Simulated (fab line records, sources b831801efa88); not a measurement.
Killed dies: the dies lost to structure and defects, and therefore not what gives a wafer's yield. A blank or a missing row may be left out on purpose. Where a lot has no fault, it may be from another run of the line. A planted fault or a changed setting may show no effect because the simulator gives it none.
The tool behind it: which one? | flow gf180mcu | 18 wafers from 6 lots sampled at 2 of the route's 602 steps

## WHAT EACH GAUGE READ, for each wafer
GF_MVSD_OVL_MEAS_07.
lot  | measured    | on         | MVSD_OVL (nm)
L575 | day 5 04:40 | overlay-02 | -2.6 -1.5 -1.8
L579 | day 6 04:34 | overlay-01 | 1.2 -1.0 0.0
L585 | day 7 12:06 | overlay-01 | 1.4 1.6 2.2
L588 | day 8 05:17 | overlay-02 | -2.1 -1.3 -1.5
L591 | day 8 22:59 | overlay-01 | -1.6 0.3 0.9
L593 | day 9 10:19 | overlay-02 | -2.2 -1.2 -2.0

## EACH LOT AND THE TOOL THAT RAN IT (in order: tool; ch and the chambers of the sampled wafers; start)
lot  | GF_MVSD_EXPOSE_04
L575 | iline_stepper-02 ch 0, day 4 21:51
L579 | iline_stepper-01 ch 0, day 5 21:29
L585 | iline_stepper-01 ch 0, day 7 04:46
L588 | iline_stepper-02 ch 0, day 7 21:43
L591 | iline_stepper-02 ch 0, day 8 15:16
L593 | iline_stepper-02 ch 0, day 9 02:07
- GF_MVSD_EXPOSE_04: exposes mask MVSD, target cd 1000 nm.

## THE ANSWER, worked out from the rows above alone
Rule: what is usual is taken from the lots themselves. The widest of any qualifying gaps counts: lots, ordered by their means at a reading, are off when they make up no more than a third of the lots, leave a main group of 4 or more, and stand apart from it by 3 or more times the standard deviation of that group's means. The tables above print the reading to a certain number of digits; a main group whose means all agree to those digits is not used. A lot without any number at a reading at which 4 lots or more have one is off too. The other lots that the step has rows for count as sound.
No lot is off at any reading shown: from this, nothing can be told.

## WHAT THE SIMULATOR HAD PUT IN
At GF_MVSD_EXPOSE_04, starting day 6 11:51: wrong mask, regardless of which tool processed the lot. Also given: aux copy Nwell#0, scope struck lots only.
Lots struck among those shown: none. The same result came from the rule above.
